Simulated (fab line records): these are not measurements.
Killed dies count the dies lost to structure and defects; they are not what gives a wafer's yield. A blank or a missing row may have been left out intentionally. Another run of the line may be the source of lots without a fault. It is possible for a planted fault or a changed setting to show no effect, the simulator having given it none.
Struck lot and sound lot, side by side ; flow sky130 ; 17 out of 708 route steps
Sound: these wafers, L758.3, L758.5, L758.6. Wafers struck: L762.1, L762.2, L762.6. At the end, the cause is stated.
Each step with rows lists, per side, the tool, then ch with its chambers, then its first start. Under that, the readings that differ: sound wafers ; struck wafers ; difference of the means ; sigmas: that difference in standard deviations of wafers without a fault.
alike: a reading whose means differ by less than 2 such deviations, as well as words and numbers matching on both sides. not compared: withheld readings; readings where some wafer has no value; bounds like >300 that might hide an equal value; numbers whose values overlap and for which the record gives no deviation.
The two part at a step that has a row with sigmas, a row that says differs or no value, or rows on one side only. Numbers that don't overlap but have no deviation are shown without sigmas and don't part them. A reading missing from all wafers of one side parts the sides only when that side holds two or more wafers.

SKY_POLY_GATE_THK_MEAS_04:
  struck on film metro-01, day 17 17:45; sound on film metro-01, day 15 19:07
  alike: POLY_GATE_CVD_03_THK
then, 8 steps without rows for these wafers: SKY_POLY_GATE_DEHYDRATE_05 (time 60 s); SKY_POLY_GATE_HMDS_06 (prime time 60 s); SKY_POLY_GATE_COAT_07 (resist thk 110 nm); SKY_POLY_GATE_COAT_08 (resist thk 450 nm); SKY_POLY_GATE_SOFTBAKE_09 (time 90 s); SKY_POLY_GATE_EXPOSE_10 (exposes mask P1M, target cd 150 nm); SKY_POLY_GATE_PEB_11; SKY_POLY_GATE_DEVELOP_12 (develop time 60 s).
SKY_POLY_GATE_CD_MEAS_13 targets a cd of 150 nm.
  struck on cd sem-02, day 18 23:04; sound on cd sem-01, day 17 00:25
  alike: cd nm
SKY_POLY_GATE_OVL_MEAS_14:
  struck on overlay-01, day 18 23:11; sound on overlay-01, day 17 00:31
  alike: POLY_GATE_OVL
SKY_POLY_GATE_ETCH_15: etches BARC in N2/H2, stops on SiO2, time 118.5 s, target depth 110 nm.
  sound on rie diel-01 ch 0,2,3, day 17 00:32; struck on rie diel-01 ch 0,1, day 18 23:14
  alike: bias w, drypump motor current A, oes product au, rf fwd power W, throttle valve pct
  not compared: rf hours counter h
SKY_POLY_GATE_ETCH_16: etches Si3N4 in CH3F/O2, stops on poly-Si, time 147.5 s, target depth 75 nm.
  sound on rie diel-01 ch 0,2,3, day 17 00:37; struck on rie diel-01 ch 0,1, day 18 23:19
reading;sound;struck;difference;sigmas
bias w (W);79.95 80.34 79.90;104.93 104.88 104.35;+24.66;+99 or more
model.KrF-thick_of_POLY_GATE_COAT_08.thk nm (nm);231.1 234.2 234.8;224.4 217 215.4;-14.4;
model.poly-Si_of_POLY_GATE_CVD_00.thk nm (nm);183.6 181.4 182.3;177.8 176.5 175.9;-5.7;
  alike: drypump motor current A, oes product au, rf fwd power W, throttle valve pct
  not compared: rf hours counter h
SKY_POLY_GATE_ETCH_17: etches poly-Si in HBr/Cl2, stops on SiO2, target depth 180 nm, time 70.5 s.
  sound on rie si-02 ch 0,1,2, day 17 00:43; struck on rie si-01 ch 0,3, day 18 23:25
reading;sound;struck;difference;sigmas
model.KrF-thick_of_POLY_GATE_COAT_08.thk nm (nm);136.1 140.9 142.9;126.7 121.9 120.4;-17.0;
  alike: bias w, drypump motor current A, he backside leak sccm, oes product au, rf fwd power W, throttle valve pct
  not compared: rf hours counter h
SKY_POLY_GATE_STRIP_18: strips in O2/N2.
  sound on plasma asher-03 ch 0,1, day 17 00:49; struck on plasma asher-03 ch 0,1, day 18 23:28
reading;sound;struck;difference;sigmas
strip time to endpoint s (s);3.12 3.18 3.19;3.03 2.98 2.95;-0.18;-3
  alike: drypump motor current A, oes product au
  not compared: rf hours counter h
then, 1 step without rows for these wafers: SKY_POLY_GATE_CLEAN_19 (cleans in SC1/SC2, time 150 s).
-- here the record skips 29 days between the struck wafers' starts before and after, leaving off in module POLY_GATE and picking up in module PAD_OPEN (first step shown: number 708 of the route) --
SKY_PAD_OPEN_PROBE_99:
  struck on prober-01, day 47 13:44; sound on prober-01, day 46 08:05
  alike: killed_at_M0_to_M3, killed_at_M4_up, killed at contacts, killed at front end, killed at other, killed dies, killed open, killed short

== WHERE THEY PART ==
Last at SKY_POLY_GATE_STRIP_18 as far as this record goes, first at SKY_POLY_GATE_ETCH_16. Later steps at which nothing parts them and some readings are alike: SKY_PAD_OPEN_PROBE_99.

WHY: what had been put in by the simulator
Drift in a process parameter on rie diel-01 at SKY_POLY_GATE_ETCH_16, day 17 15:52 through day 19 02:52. Setting bias w, moved by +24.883, from 80. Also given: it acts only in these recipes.
